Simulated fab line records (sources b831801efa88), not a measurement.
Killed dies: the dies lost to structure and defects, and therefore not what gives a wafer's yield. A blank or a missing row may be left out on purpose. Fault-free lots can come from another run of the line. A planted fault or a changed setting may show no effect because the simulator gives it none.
Matching of chambers || flow sky130 || SKY_FIELD_ISO_CMP_27 on cmp-01 has 4 sister chambers
The step polishes, stops on Si3N4, t overpolish 16 s, target thk 457.8 nm. 14 wafers are shown with their chamber, then 7 later ones without.

## WAFERS, EACH WITH ITS CHAMBER
{"wafer": "L777.1", "chamber": 2, "motorCurrentA (A)": 10.0, "timeToEndpointS (s)": 110, "overpolishRunS (s)": 16.004}
{"wafer": "L777.4", "chamber": 3, "motorCurrentA (A)": 11.2, "timeToEndpointS (s)": 103, "overpolishRunS (s)": 15.991}
{"wafer": "L777.5", "chamber": 1, "motorCurrentA (A)": 12.3, "timeToEndpointS (s)": 107, "overpolishRunS (s)": 15.988}
{"wafer": "L778.2", "chamber": 2, "motorCurrentA (A)": 10.3, "timeToEndpointS (s)": 114, "overpolishRunS (s)": 15.993}
{"wafer": "L778.4", "chamber": 0, "motorCurrentA (A)": 13.0, "timeToEndpointS (s)": 110, "overpolishRunS (s)": 15.993}
{"wafer": "L778.5", "chamber": 2, "motorCurrentA (A)": 10.6, "timeToEndpointS (s)": 111, "overpolishRunS (s)": 16.012}
{"wafer": "L784.4", "chamber": 2, "motorCurrentA (A)": 10.0, "timeToEndpointS (s)": 110, "overpolishRunS (s)": 16.004}
{"wafer": "L784.5", "chamber": 3, "motorCurrentA (A)": 11.3, "timeToEndpointS (s)": 106, "overpolishRunS (s)": 16.002}
{"wafer": "L784.6", "chamber": 2, "motorCurrentA (A)": 10.2, "timeToEndpointS (s)": 114, "overpolishRunS (s)": 16.007}
{"wafer": "L790.1", "chamber": 3, "motorCurrentA (A)": 11.6, "timeToEndpointS (s)": 108, "overpolishRunS (s)": 16.002}
{"wafer": "L790.3", "chamber": 2, "motorCurrentA (A)": 10.4, "timeToEndpointS (s)": 113, "overpolishRunS (s)": 15.996}
{"wafer": "L790.6", "chamber": 2, "motorCurrentA (A)": 10.6, "timeToEndpointS (s)": 117, "overpolishRunS (s)": 15.995}
{"wafer": "L791.1", "chamber": 2, "motorCurrentA (A)": 10.4, "timeToEndpointS (s)": 113, "overpolishRunS (s)": 16.008}
{"wafer": "L791.3", "chamber": 3, "motorCurrentA (A)": 12.1, "timeToEndpointS (s)": 105, "overpolishRunS (s)": 15.988}

SIGNATURES, as means of the wafers listed above
{"reading": "motorCurrentA", "chamber 0": 13.000, "chamber 1": 12.300, "chamber 2": 10.312, "chamber 3": 11.550, "scatter within a chamber": 0.296}
{"reading": "timeToEndpointS", "chamber 0": 110.00, "chamber 1": 107.00, "chamber 2": 112.75, "chamber 3": 105.50, "scatter within a chamber": 2.29}
{"reading": "overpolishRunS", "chamber 0": 15.99300, "chamber 1": 15.98800, "chamber 2": 16.00238, "chamber 3": 15.99575, "scatter within a chamber": 0.00703}
Rule: a wafer's distance from a chamber is the root of the sum, over the readings, of the square of ((its reading less the chamber's mean) divided by the reading's scatter). The wafer belongs to the nearest chamber; if the next one is less than 2 further off, it can't be placed. The scatter: take each reading less its chamber's mean, square it, sum over the shown wafers, divide by the number of wafers less the number of chambers, and take the root.

## WAFERS WITHOUT THEIR CHAMBER
{"wafer": "L791.6", "motorCurrentA (A)": 12.1, "timeToEndpointS (s)": 112, "overpolishRunS (s)": 15.994}
{"wafer": "L793.1", "motorCurrentA (A)": 12.8, "timeToEndpointS (s)": 118, "overpolishRunS (s)": 16.000}
{"wafer": "L793.3", "motorCurrentA (A)": 11.6, "timeToEndpointS (s)": 111, "overpolishRunS (s)": 15.986}
{"wafer": "L793.4", "motorCurrentA (A)": 11.9, "timeToEndpointS (s)": 112, "overpolishRunS (s)": 15.995}
{"wafer": "L794.2", "motorCurrentA (A)": 12.0, "timeToEndpointS (s)": 109, "overpolishRunS (s)": 16.004}
{"wafer": "L794.3", "motorCurrentA (A)": 10.5, "timeToEndpointS (s)": 113, "overpolishRunS (s)": 16.005}
{"wafer": "L794.4", "motorCurrentA (A)": 12.9, "timeToEndpointS (s)": 112, "overpolishRunS (s)": 16.009}

## WHICH CHAMBER EACH ONE RAN IN
{"wafer": "L791.6", "from the rows above": "can't be placed: 1 or 0 or 3", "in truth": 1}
{"wafer": "L793.1", "from the rows above": "can't be placed: 0 or 1", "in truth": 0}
{"wafer": "L793.3", "from the rows above": "can't be placed: 3 or 1", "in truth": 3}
{"wafer": "L793.4", "from the rows above": "can't be placed: 1 or 3 or 0", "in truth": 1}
{"wafer": "L794.2", "from the rows above": "can't be placed: 3 or 1 or 0", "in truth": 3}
{"wafer": "L794.3", "from the rows above": 2, "in truth": 2}
{"wafer": "L794.4", "from the rows above": "can't be placed: 0 or 1", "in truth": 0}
Placed correctly: 1 of 7. Cannot be placed on the basis of these rows: 6; the candidates contain the true chamber in 6. Wrongly placed: 0.
